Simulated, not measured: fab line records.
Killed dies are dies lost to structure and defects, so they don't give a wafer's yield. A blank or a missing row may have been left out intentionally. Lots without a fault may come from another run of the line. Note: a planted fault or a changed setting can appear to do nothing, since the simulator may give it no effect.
Which of the tools did it? :: flow sfqLine :: Sampling: 7 lots, 21 wafers, 3 of 325 route steps

== WHAT THE GAUGES SHOWED, per wafer ==
SFQ_C5_OVL_MEAS_937.
lot: L481
measured: day 64 16:58
on: overlay-01
C5_OVL (nm): -9 -6 -5

lot: L484
measured: day 65 06:10
on: overlay-01
C5_OVL (nm): -1 -5 -8

lot: L490
measured: day 67 12:57
on: overlay-01
C5_OVL (nm): 1 6 5

lot: L496
measured: day 70 04:01
on: overlay-01
C5_OVL (nm): -1 7 -3

lot: L499
measured: day 74 07:51
on: overlay-02
C5_OVL (nm): -8 1 -8

lot: L501
measured: day 74 23:47
on: overlay-01
C5_OVL (nm): -4 -5 -11

lot: L503
measured: day 76 10:35
on: overlay-01
C5_OVL (nm): -15 -18 -12

== WHAT TOOL EACH LOT RAN ON (gives the tool, then ch and the chambers of the sampled wafers, and finally the start) ==
lot: L481
SFQ_TRILAYER_A5B_CMP_CMP_130: cmp-01 ch 0,3, day 55 22:55
SFQ_TRILAYER_A5B_METRO_MEASURE_131: filmMetro-04, day 56 01:25

lot: L484
SFQ_TRILAYER_A5B_CMP_CMP_130: cmp-02 ch 1,2,3, day 56 05:31
SFQ_TRILAYER_A5B_METRO_MEASURE_131: filmMetro-01, day 56 08:01

lot: L490
SFQ_TRILAYER_A5B_CMP_CMP_130: cmp-02 ch 2,3, day 61 21:04
SFQ_TRILAYER_A5B_METRO_MEASURE_131: filmMetro-04, day 61 23:46

lot: L496
SFQ_TRILAYER_A5B_CMP_CMP_130: cmp-01 ch 2,3, day 64 17:56
SFQ_TRILAYER_A5B_METRO_MEASURE_131: filmMetro-01, day 64 20:26

lot: L499
SFQ_TRILAYER_A5B_CMP_CMP_130: cmp-02 ch 1,2, day 70 01:43
SFQ_TRILAYER_A5B_METRO_MEASURE_131: filmMetro-04, day 70 04:43

lot: L501
SFQ_TRILAYER_A5B_CMP_CMP_130: cmp-01 ch 1,2,3, day 70 20:16
SFQ_TRILAYER_A5B_METRO_MEASURE_131: filmMetro-04, day 70 23:10

lot: L503
SFQ_TRILAYER_A5B_CMP_CMP_130: cmp-02 ch 2,3, day 71 12:50
SFQ_TRILAYER_A5B_METRO_MEASURE_131: filmMetro-01, day 71 15:50
- SFQ_TRILAYER_A5B_CMP_CMP_130: polishes, stops on Nb, target thk 340.7 nm.
- SFQ_TRILAYER_A5B_METRO_MEASURE_131

== THE ANSWER, worked out from the rows above alone ==
Rule: the usual values come from the lots themselves. The widest of any qualifying gaps counts: lots, ordered by their means at a reading, are off when they make up no more than a third of the lots, leave a main group of 4 or more, and stand apart from it by 3 or more times the standard deviation of that group's means. If all means in a main group match to the digits the tables above print for the reading, that group is not used. A lot without any number at a reading at which 4 lots or more have one is off too. Where the step has rows for the other lots, those lots are counted as sound.
None of the lots is off at any reading shown; this tells nothing.

== WHAT HAD BEEN PUT IN BY THE SIMULATOR ==
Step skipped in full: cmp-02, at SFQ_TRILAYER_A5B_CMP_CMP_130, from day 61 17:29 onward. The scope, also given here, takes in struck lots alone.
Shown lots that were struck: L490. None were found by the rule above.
